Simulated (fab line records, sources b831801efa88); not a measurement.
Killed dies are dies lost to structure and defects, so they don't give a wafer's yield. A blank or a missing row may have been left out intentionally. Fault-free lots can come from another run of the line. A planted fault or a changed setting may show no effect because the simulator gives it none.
fab line records	flow sky130
record: lots: 12	wafers: 36	last_day: 50
route steps=708 shown LDD_HVN@276 LDD_HVP@285 RES_XHIGH@339 SD_N@354 PAD_OPEN@708
lots untouched by any fault: they come from a run of this same line in which no faults occurred
start_h: start of the lot's first displayed wafer, in hours after the record's first day	wait_h: hours from the lot's prior step to this one	" unchanged from the row above	L1.1+2: one row covering several wafers at once	- value missing, or start not given	* or withheld: withheld	< > ~ a bound
route shown NAME@n: names a module that has steps shown in the file, with the first one's number in the route	usual: mean/standard deviation of fault-free wafers	same: alike in all rows	chamber/n: place in a boat	sites: per-site readings	_std_site: standard deviation across them	_edge_site: outer sites' mean less inner sites'	radius_mm: how far each site lies from the wafer's centre	mask NAME#n: copy n	behind: tool/chamber where the wafer was last shaped	hold: reason for holding the lot/hours on hold/outcome of the hold	device: whichever transistor did not switch (one of n, p or np)	end of line: tests run on the same wafers once the route is complete	step lacking rows: just its recipe	killed: at the first sort, the dies lost to defects and structure; wafer yield is something else	map: the dies of a wafer, with x for killed, . for not killed, _ for no die there
set.NAME: the setting that was run; set.NAME@STEP: the one run at that earlier step	model.NAME: the simulator's own value behind a step, which no gauge read
the route's steps for a sample of lots (tables are steps, rows are wafers)
services: the hour from which a tool's chamber was out of use, counted from the record's first day as start_h (under 0 if before that day), plus the number of hours and why
== steps ==
step: SKY_LDD_HVN_STRIP_09
recipe: chemistry: O2/N2	power_w: 1400	pressure_mtorr: 1500	platen_temp_c: withheld	o2_flow_sccm: 3000	n2_flow_sccm: 300	overash_fraction: 0.5
usual: drypump_motor_current_A: 5.79/0.23	oes_product_au: 0.409/0.0045	strip_time_to_endpoint_s: 4.133/0.014
lot.wafer	tool	chamber	start_h	wait_h	drypump_motor_current_A	oes_product_au	rf_hours_counter_h	strip_time_to_endpoint_s
L620.1	plasma_asher-02	1	474.99	0.1	5.71	0.413	61	4.133
L620.2	"	0	"	"	6.01	0.413	61	4.126
L620.3	"	1	"	"	5.71	0.403	-	4.125
L621.1	plasma_asher-02	0	475.38	0.1	5.99	0.407	61	4.132
L621.4	"	0	"	"	6.02	0.409	-	4.132
L621.5	"	1	"	"	5.70	0.414	-	4.122
L622.4	plasma_asher-02	1	482.02	0.1	5.71	0.422	-	4.150
L622.5	"	1	"	"	5.70	0.410	-	4.164
L622.6	"	0	"	"	6.04	0.402	-	4.165
L629.1	plasma_asher-01	1	546.03	0.1	5.82	0.410	43	4.133
L629.2	"	0	"	"	5.87	0.414	43	4.114
L629.4	"	0	"	"	5.86	0.405	-	4.145
L635.4	plasma_asher-04	0	599.47	0.1	5.72	0.411	-	4.140
L635.5	"	1	"	"	4.99	0.409	-	4.134
L635.6	"	0	"	"	5.71	0.406	-	4.139
L636.1	plasma_asher-02	0	608.99	0.1	6.01	0.416	73	4.128
L636.3	"	0	"	"	6.01	0.415	-	4.141
L636.6	"	0	"	"	6.00	0.415	-	4.133
L638.1	plasma_asher-02	0	627.89	0.1	5.99	0.403	74	4.123
L638.2	"	1	"	"	5.71	0.404	74	4.146
L638.6	"	0	"	"	6.04	0.411	-	4.141
L639.3	plasma_asher-01	0	632.47	0.1	5.85	0.415	-	4.141
L639.4	"	1	"	"	5.79	0.411	-	4.139
L639.5	"	1	"	"	5.78	0.409	-	4.150
L640.2	plasma_asher-01	1	636.74	0.1	5.82	0.406	52	4.106
L640.4	"	1	"	"	5.80	0.410	-	4.115
L640.5	"	0	"	"	5.85	0.406	-	4.121
L641.2	plasma_asher-01	1	645.13	0.1	5.81	0.412	53	4.128
L641.3	"	0	"	"	5.88	0.408	-	4.125
L641.4	"	1	"	"	5.82	0.407	-	4.140
L642.2	plasma_asher-01	0	652.59	0.1	5.86	0.407	53	4.125
L642.3	"	1	"	"	5.80	0.407	-	4.143
L642.4	"	0	"	"	5.89	0.406	-	4.106
L643.2	plasma_asher-04	0	660.63	0.1	5.75	0.408	24	4.140
L643.4	"	1	"	"	5.05	0.410	-	4.147
L643.6	"	0	"	"	5.75	0.403	-	4.134
step: SKY_LDD_HVP_OVL_MEAS_07
usual: LDD_HVP_OVL: -0.1/1.6
lot.wafer	tool	chamber	start_h	wait_h	LDD_HVP_OVL[nm]
L620.1	overlay-02	-	505.41	0.1	0.3
L620.2	"	-	"	"	0.0
L620.3	"	-	"	"	0.6
L621.1	overlay-02	-	505.97	0.1	2.6
L621.4	"	-	"	"	0.3
L621.5	"	-	"	"	0.4
L622.4	overlay-01	-	512.81	0.1	-0.4
L622.5	"	-	"	"	-0.8
L622.6	"	-	"	"	0.1
L629.1	overlay-01	-	575.65	0.1	2.0
L629.2	"	-	"	"	2.3
L629.4	"	-	"	"	1.6
L635.4	overlay-02	-	628.44	0.1	-3.0
L635.5	"	-	"	"	-3.0
L635.6	"	-	"	"	-2.4
L636.1	overlay-02	-	637.32	0.1	-0.9
L636.3	"	-	"	"	-2.4
L636.6	"	-	"	"	-2.3
L638.1	overlay-02	-	655.57	0.1	-2.3
L638.2	"	-	"	"	-1.7
L638.6	"	-	"	"	-0.5
L639.3	overlay-01	-	660.27	0.1	-0.5
L639.4	"	-	"	"	-1.3
L639.5	"	-	"	"	-2.1
L640.2	overlay-01	-	664.63	0.1	1.2
L640.4	"	-	"	"	0.9
L640.5	"	-	"	"	1.2
L641.2	overlay-01	-	672.91	0.1	0.7
L641.3	"	-	"	"	0.4
L641.4	"	-	"	"	0.9
L642.2	overlay-01	-	680.65	0.1	2.1
L642.3	"	-	"	"	2.7
L642.4	"	-	"	"	4.9
L643.2	overlay-01	-	688.58	0.1	3.6
L643.4	"	-	"	"	-0.1
L643.6	"	-	"	"	-0.1
step: SKY_RES_XHIGH_IMPLANT_07
recipe: species: BF2	energy_kev: 20	dose_cm2: 3.6e+14	tilt_deg: 0
lot.wafer	tool	chamber	start_h	wait_h
L620.1+2+3	implanter-03	0	625.96	0.1
L621.1+4+5	implanter-01	0	628.72	0.1
L622.4+5+6	implanter-02	0	634.97	0.1
L629.1+2+4	implanter-02	0	691.62	0.1
L635.4+5+6	implanter-01	0	742.97	0.1
L636.1+3+6	implanter-03	0	751.86	0.1
L638.1+2+6	implanter-03	0	770.16	0.1
L639.3+4+5	implanter-03	0	774.06	0.1
L640.2+4+5	implanter-02	0	776.28	0.1
L641.2+3+4	implanter-03	0	786.13	0.1
L642.2+3+4	implanter-01	0	792.57	0.1
L643.2+4+6	implanter-02	0	801.23	0.1
step: SKY_RES_XHIGH_TW_MEAS_09
usual: RES_XHIGH_TW: 1649/9.5
lot.wafer	tool	chamber	start_h	wait_h	RES_XHIGH_TW
L620.1	film_metro-01	-	626.21	0.1	1657
L620.2	"	-	"	"	1650
L620.3	"	-	"	"	1651
L621.1	film_metro-03	-	628.97	0.1	1653
L621.4	"	-	"	"	1653
L621.5	"	-	"	"	1647
L622.4	film_metro-03	-	635.18	0.1	1648
L622.5	"	-	"	"	1650
L622.6	"	-	"	"	1654
L629.1	film_metro-01	-	691.87	0.1	1611
L629.2	"	-	"	"	1613
L629.4	"	-	"	"	1600
L635.4	film_metro-01	-	743.18	0.1	1631
L635.5	"	-	"	"	1631
L635.6	"	-	"	"	1637
L636.1	film_metro-04	-	752.11	0.1	1662
L636.3	"	-	"	"	1666
L636.6	"	-	"	"	1665
L638.1	film_metro-04	-	770.41	0.1	1657
L638.2	"	-	"	"	1649
L638.6	"	-	"	"	1650
L639.3	film_metro-03	-	774.28	0.1	1650
L639.4	"	-	"	"	1648
L639.5	"	-	"	"	1638
L640.2	film_metro-04	-	776.52	0.1	1660
L640.4	"	-	"	"	1659
L640.5	"	-	"	"	1653
L641.2	film_metro-01	-	786.37	0.1	1661
L641.3	"	-	"	"	1649
L641.4	"	-	"	"	1653
L642.2	film_metro-04	-	792.81	0.1	1631
L642.3	"	-	"	"	1646
L642.4	"	-	"	"	1647
L643.2	film_metro-04	-	801.47	0.1	1653
L643.4	"	-	"	"	1650
L643.6	"	-	"	"	1645
step: SKY_SD_N_TW_MEAS_12
usual: SD_N_TW: 4013/20
lot.wafer	tool	chamber	start_h	wait_h	SD_N_TW
L620.1	film_metro-04	-	654.40	0.1	4041
L620.2	"	-	"	"	4022
L620.3	"	-	"	"	4033
L621.1	film_metro-03	-	657.81	0.1	4003
L621.4	"	-	"	"	4009
L621.5	"	-	"	"	4027
L622.4	film_metro-01	-	663.68	0.1	3983
L622.5	"	-	"	"	3956
L622.6	"	-	"	"	3977
L629.1	film_metro-03	-	720.13	0.1	3993
L629.2	"	-	"	"	4009
L629.4	"	-	"	"	3995
L635.4	film_metro-03	-	770.48	0.1	3994
L635.5	"	-	"	"	4003
L635.6	"	-	"	"	3969
L636.1	film_metro-01	-	779.53	0.1	4009
L636.3	"	-	"	"	3992
L636.6	"	-	"	"	3989
L638.1	film_metro-01	-	797.40	0.1	4016
L638.2	"	-	"	"	4020
L638.6	"	-	"	"	4003
L639.3	film_metro-04	-	800.80	0.1	4011
L639.4	"	-	"	"	4002
L639.5	"	-	"	"	4001
L640.2	film_metro-01	-	802.62	0.1	4015
L640.4	"	-	"	"	4000
L640.5	"	-	"	"	4002
L641.2	film_metro-01	-	813.19	0.1	4006
L641.3	"	-	"	"	3999
L641.4	"	-	"	"	4023
L642.2	film_metro-04	-	819.76	0.1	4001
L642.3	"	-	"	"	3990
L642.4	"	-	"	"	4012
L643.2	film_metro-03	-	829.04	0.1	4017
L643.4	"	-	"	"	4031
L643.6	"	-	"	"	4032
step: SKY_SD_N_RS_MEAS_18
recipe: thk_meas_gauge: four-point-probe
usual: RES_XHIGH_RS: 333.3/1.2
lot.wafer	tool	chamber	start_h	wait_h	RES_XHIGH_RS[ohm/sq]
L620.1	film_metro-03	-	654.93	0.1	330.9
L620.2	"	-	"	"	332.4
L620.3	"	-	"	"	332.4
L621.1	film_metro-04	-	658.40	0.1	333.6
L621.4	"	-	"	"	333.4
L621.5	"	-	"	"	333.9
L622.4	film_metro-03	-	664.24	0.1	331.3
L622.5	"	-	"	"	332.4
L622.6	"	-	"	"	331.9
L629.1	film_metro-01	-	720.65	0.1	349.1
L629.2	"	-	"	"	349.9
L629.4	"	-	"	"	349.4
L635.4	film_metro-04	-	771.04	0.1	334.1
L635.5	"	-	"	"	333.9
L635.6	"	-	"	"	333.7
L636.1	film_metro-01	-	780.06	0.1	334.1
L636.3	"	-	"	"	335.0
L636.6	"	-	"	"	333.4
L638.1	film_metro-04	-	797.93	0.1	333.3
L638.2	"	-	"	"	332.7
L638.6	"	-	"	"	332.6
L639.3	film_metro-01	-	801.34	0.1	334.5
L639.4	"	-	"	"	334.5
L639.5	"	-	"	"	335.9
L640.2	film_metro-04	-	803.15	0.1	334.1
L640.4	"	-	"	"	332.1
L640.5	"	-	"	"	333.2
L641.2	film_metro-03	-	813.73	0.1	331.8
L641.3	"	-	"	"	330.7
L641.4	"	-	"	"	332.3
L642.2	film_metro-01	-	820.30	0.1	336.4
L642.3	"	-	"	"	335.8
L642.4	"	-	"	"	335.6
L643.2	film_metro-03	-	829.58	0.1	330.9
L643.4	"	-	"	"	331.7
L643.6	"	-	"	"	332.1
step: SKY_PAD_OPEN_PROBE_99
usual: killed_at_M0_to_M3: 41/6.2	killed_at_M4_up: 3.0/1.7	killed_at_contacts: 25/5.8	killed_at_front_end: 16/4.5	killed_at_other: 0.2/0.42	killed_dies: 85/8.4	killed_open: 46/5.9	killed_short: 39/6.3
same: gross_dies: 492	killed_at_back_side: 0
lot.wafer	tool	chamber	start_h	wait_h	killed_at_M0_to_M3	killed_at_M4_up	killed_at_contacts	killed_at_front_end	killed_at_other	killed_dies	killed_open	killed_short
L622.4	prober-02	-	1090.72	0.2	43	4	30	19	0	96	55	41
L622.5	prober-02	-	1090.77	0.2	32	4	32	19	1	88	46	42
L622.6	prober-02	-	1090.82	0.2	51	2	24	13	0	90	53	37
killed by level:class
L622.4 LI_CONTACT:geometric_particle:open=11 VIA3:geometric_particle:open=7 VIA1:geometric_particle:open=7 CONTACT:geometric_particle:short=6 VIA2:geometric_particle:open=6 CONTACT:geometric_particle:open=6 VIA1:geometric_particle:short=5 METAL2:geometric_particle:short=5
L622.5 LI_CONTACT:geometric_particle:open=10 CONTACT:geometric_particle:short=9 CONTACT:geometric_particle:open=8 VIA1:geometric_particle:open=7 VIA1:geometric_particle:short=7 FIELD_ISO:geometric_particle:short=5 POLY_GATE:geometric_particle:short=5 VIA2:geometric_particle:open=4
L622.6 VIA1:geometric_particle:open=15 CONTACT:geometric_particle:open=11 VIA2:geometric_particle:open=10 VIA3:geometric_particle:short=7 METAL1:geometric_particle:short=6 FIELD_ISO:geometric_particle:open=4 LI_CONTACT:geometric_particle:open=4 LOCAL_INTERCONNECT:geometric_particle:short=4
== services ==
tool	chamber	start_h	hours	kind
implanter-02	-	459.08	4.2	pm
implanter-03	-	469.11	3.1	repair
implanter-02	-	470.16	1.2	repair
implanter-01	-	493.97	1.6	repair
implanter-03	-	494.73	2.3	pm
implanter-03	-	521.57	4.2	repair
plasma_asher-01	-	542.74	1.5	repair
implanter-02	-	552.35	4.2	repair
implanter-03	-	559.19	1.7	repair
plasma_asher-02	-	585.15	2.8	pm
implanter-01	-	586.31	3.4	pm
implanter-02	-	586.41	3.4	repair
plasma_asher-02	-	599.15	7.2	repair
plasma_asher-01	-	626.76	2.8	pm
plasma_asher-01	-	647.84	2.0	repair
implanter-01	-	680.47	1.7	repair
plasma_asher-02	-	681.34	8.2	repair
plasma_asher-01	-	684.47	0.5	repair
implanter-03	-	686.66	3.2	pm
implanter-01	-	745.53	33.7	pm
implanter-03	-	780.98	1.4	repair
implanter-03	-	790.14	2.9	repair
== key ==
first_sign: step: SKY_RES_XHIGH_TW_MEAS_09	reading: RES_XHIGH_TW	direction: down	sigmas: 4.3	usual: 1649	struck: 1608
effect: step: SKY_SD_N_RS_MEAS_18	reading: RES_XHIGH_RS	direction: up	sigmas: 13	usual: 333.3	struck: 349.5
met_at SKY_RES_XHIGH_IMPLANT_07
struck_lots L629
tester_left_out L629
not_acting_at SKY_LDD_HVN_STRIP_09,SKY_LDD_HVP_OVL_MEAS_07,SKY_SD_N_TW_MEAS_12
onset_between 634.97 691.62
fault: kind: process_parameter_drift	tool: implanter-02	chamber: -	onset_h: 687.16	steps: SKY_RES_XHIGH_IMPLANT_07	channel: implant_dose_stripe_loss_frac	offset: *	shape: step	end_h: 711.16
tester_left_out: of these lots the tester's yield and bins aren't shown, on N5 and GAA mostly nor the transistor test; their killed dies are dies lost to structure and defects alone, not to doping, threshold or leakage, so they don't give the yield
